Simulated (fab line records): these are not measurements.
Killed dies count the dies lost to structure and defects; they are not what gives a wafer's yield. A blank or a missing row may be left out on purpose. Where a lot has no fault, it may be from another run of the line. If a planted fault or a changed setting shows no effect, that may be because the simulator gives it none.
Code-filled problem report in 8D (eight disciplines) form || flow sky130 || the parts of the form that need people (team, actions taken, sign-off) are left out

1. PROBLEM STATEMENT
Mean NWELL_RS at SKY_NWELL_RS_MEAS_29: 637.5 ohm/sq over 6 wafers in 2 lots; fault-free wafers: 624.1 ohm/sq, standard deviation 1.3. Relative to the usual mean, that is a shift of +10 standard deviations.
The step: measures by four-point-probe.
Seen first at day 8 13:28 on filmMetro-04, wafer L343.1. At this step, 36 wafers from 12 lots have a number in the record. Rule for "out" (also "out of limits"): further than 4 standard deviations from the usual mean. The rest of the wafers with a number are treated as sound.

2. WHAT IT IS; WHAT IT IS NOT
{"question": "which readings at this step", "is": "NWELL_RS", "is not": "-"}
{"question": "which lots", "is": "L343, L344", "is not": "L330, L335, L336, L337, L338, L339, L340, L341, L349, L351"}
{"question": "which wafers of those lots", "is": "all that have a number", "is not": "-"}
{"question": "read on which gauges", "is": "filmMetro-01, filmMetro-04", "is not": "filmMetro-03"}
{"question": "when", "is": "from day 8 13:28", "is not": "up to then (24 sound wafers); but 6 sound wafers of L349, L351 came after"}

3. THE SUSPECTS, EACH WITH WHAT RULES IT OUT
Counting: any tool at a process step up to the reading is kept as a suspect provided that every lot that is out went through it and no sound lot did after the first of them.
- the gauge at SKY_NWELL_RS_MEAS_29: ruled out. 2 gauges (filmMetro-01, filmMetro-04) read the wafers that are out.
- implanter-02 at SKY_NWELL_IMPLANT_12: kept. All lots that are out passed through it, beginning with L343 at day 7 16:05, and no sound lot followed; its final sound lot before that point was L340 at day 7 01:44. Out on those wafers are its own readings of doseIonsCm2, faradayCurrentUA.
Left after counting: implanter-02 at SKY_NWELL_IMPLANT_12.

4. THE CAUSE (what the simulator had put in)
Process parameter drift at SKY_NWELL_IMPLANT_12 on implanter-02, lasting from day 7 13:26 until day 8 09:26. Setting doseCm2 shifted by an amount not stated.
Counting left only this tool.

5. SEQUENCE OF EFFECTS, ordered by route
Rows list readings where the struck wafers' mean (over those with a number) sits beyond 3 standard deviations from the usual. Scope: only readings with a usual standard deviation given in the record; hours: median across lots of the time from each lot's start at the first step in this table that gives one to its start at this step; sigmas: change in usual standard deviations.
{"hours": 0, "step": "SKY_NWELL_IMPLANT_12", "reading": "doseIonsCm2", "usual": 1.3001e+12, "on struck wafers": 8.5350e+11, "change": -4.4660e+11, "sigmas": "-99 or more"}
{"hours": 0, "step": "SKY_NWELL_IMPLANT_12", "reading": "faradayCurrentUA", "usual": 7.32, "on struck wafers": 4.75, "change": -2.57, "sigmas": -18}
{"hours": 21, "step": "SKY_NWELL_RS_MEAS_29", "reading": "NWELL_RS", "usual": "624.1 ohm/sq", "on struck wafers": 637.5, "change": "+13.4", "sigmas": "+10"}
Process steps it contains:
- SKY_NWELL_IMPLANT_12
Later measuring or inspecting steps at which every struck wafer that the step has a row for has a number for every such reading, and none has moved that far: SKY_VT_ADJUST_LVTN_TW_MEAS_10.

6. WHAT WOULD HAVE CAUGHT IT SOONER
Counted from the fault's start at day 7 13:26, it took 24 hours until the first out-of-limits reading at a measuring or inspecting step in this record, taken at day 8 13:28.
Tool's own readings at SKY_NWELL_IMPLANT_12, doseIonsCm2, faradayCurrentUA: out on all struck wafers the step has rows for; an alarm limit on them would have tripped on the first.
By day 8 13:28 the whole set of lots that are out, 2 in number, had already begun SKY_NWELL_IMPLANT_12 on implanter-02. Holding the tool at that point would not have protected any of them.
